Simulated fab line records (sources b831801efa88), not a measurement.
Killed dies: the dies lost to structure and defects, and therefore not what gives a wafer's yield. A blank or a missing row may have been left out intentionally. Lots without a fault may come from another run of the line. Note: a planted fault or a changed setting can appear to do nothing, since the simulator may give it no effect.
Struck lot and sound lot, side by side	flow gf180mcu	22 out of 602 route steps
Sound: these wafers, L565.1, L565.2, L565.3. Struck: wafers L577.4, L577.5, L577.6. The cause is named last.
For every step that has rows: the tool of each side, followed by ch and its chambers, followed by its first start. Under that, the readings that differ: sound wafers	struck wafers	difference of the means	sigmas: that difference in standard deviations of wafers without a fault.
alike: readings with means less than 2 such deviations apart, plus words and numbers identical on both sides. not compared: withheld readings, readings lacking a value on some wafer, bounds such as >300 that could conceal the same value, and numbers that have no deviation in the record and whose values overlap.
A row with sigmas, a row that says differs or no value, or rows on one side alone: a step with any of these is where the two part. Numbers that don't overlap but have no deviation are shown without sigmas and don't part them. A reading missing from all wafers of one side parts the sides only when that side holds two or more wafers.

first, 5 steps without rows for these wafers: GF_MVPSD_COAT_02 (resist thk 3000 nm); GF_MVPSD_SOFTBAKE_03; GF_MVPSD_EXPOSE_04 (exposes mask MVPSD, target cd 1000 nm); GF_MVPSD_PEB_05; GF_MVPSD_DEVELOP_06 (develop time 60 s).
GF_MVPSD_OVL_MEAS_07:
  struck on overlay-02, day 8 18:10; sound on overlay-02, day 6 01:40
  alike: MVPSD_OVL
then, 2 steps without rows for these wafers: GF_MVPSD_IMPLANT_08; GF_MVPSD_IMPLANT_09.
GF_MVPSD_STRIP_10: strips in O2/N2.
  sound on plasma_asher-04 ch 0,1, day 6 01:59; struck on plasma_asher-02 ch 0,1, day 8 18:31
  alike: drypump_motor_current_A, heater_power_w, oes_product_au, platen_temp_c, strip_time_to_endpoint_s
  not compared: rf_hours_counter_h
GF_MVPSD_TW_MEAS_11:
  struck on film_metro-04, day 8 18:37; sound on film_metro-01, day 6 02:05
  alike: MVPSD_TW
then, 2 steps without rows for these wafers: GF_VT_IMPLANT_DEHYDRATE_00 (time 60 s); GF_VT_IMPLANT_HMDS_01 (prime time 60 s).
GF_VT_IMPLANT_COAT_02: resist thk 1000 nm.
  sound on litho_track-03 ch 0, day 6 09:16; struck on litho_track-04 ch 0, day 9 02:38
reading	sound	struck	difference	sigmas
spin_speed_rpm (rpm)	2998.6 2998.3 3000.6	2939.0 2939.2 2940.2	-59.7	-37
model.NOVOLAK_of_VT_IMPLANT_COAT_02.thk_nm (nm)	998.4 999.7 999.9	1014 1014 1012	+14	
  alike: chill_plate_temp_C, dispense_pressure_kPa
then, 3 steps without rows for these wafers: GF_VT_IMPLANT_SOFTBAKE_03 (time 60 s); GF_VT_IMPLANT_EXPOSE_04 (exposes mask LVPWELL LV AREA, target cd 600 nm); GF_VT_IMPLANT_PEB_05.
GF_VT_IMPLANT_DEVELOP_06: develop time 60 s.
  sound on litho_track-04 ch 0, day 6 16:40; struck on litho_track-02 ch 0, day 9 10:53
reading	sound	struck	difference	sigmas
model.NOVOLAK_of_VT_IMPLANT_COAT_02.thk_nm (nm)	998 999.3 999.5	1013 1014 1011	+14	
  alike: chill_plate_temp_C
GF_VT_IMPLANT_OVL_MEAS_07:
  struck on overlay-02, day 9 10:58; sound on overlay-02, day 6 16:49
  alike: VT_IMPLANT_OVL
next, for these wafers, 1 step has no rows: GF_VT_IMPLANT_IMPLANT_08.
GF_VT_IMPLANT_STRIP_09: strips in O2/N2.
  sound on plasma_asher-03 ch 0,1, day 6 17:00; struck on plasma_asher-03 ch 0,1, day 9 11:10
reading	sound	struck	difference	sigmas
strip_time_to_endpoint_s (s)	12.62 12.62 12.63	12.79 12.81 12.76	+0.16	+5
  alike: drypump_motor_current_A, heater_power_w, oes_product_au, platen_temp_c
  not compared: rf_hours_counter_h
GF_VT_IMPLANT_TW_MEAS_10:
  struck on film_metro-04, day 9 11:16; sound on film_metro-02, day 6 17:06
  alike: VT_IMPLANT_TW
GF_PASSIVATION_PROBE_99:
  rows exist in the record for the sound wafers here (prober-01, day 30 07:04), none for the struck ones

== WHERE THEY PART ==
At GF_VT_IMPLANT_COAT_02 first; at GF_PASSIVATION_PROBE_99 last (within this record only).

WHY: the cause the simulator had injected
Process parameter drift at GF_VT_IMPLANT_COAT_02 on litho_track-04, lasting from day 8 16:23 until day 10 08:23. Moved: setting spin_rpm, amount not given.
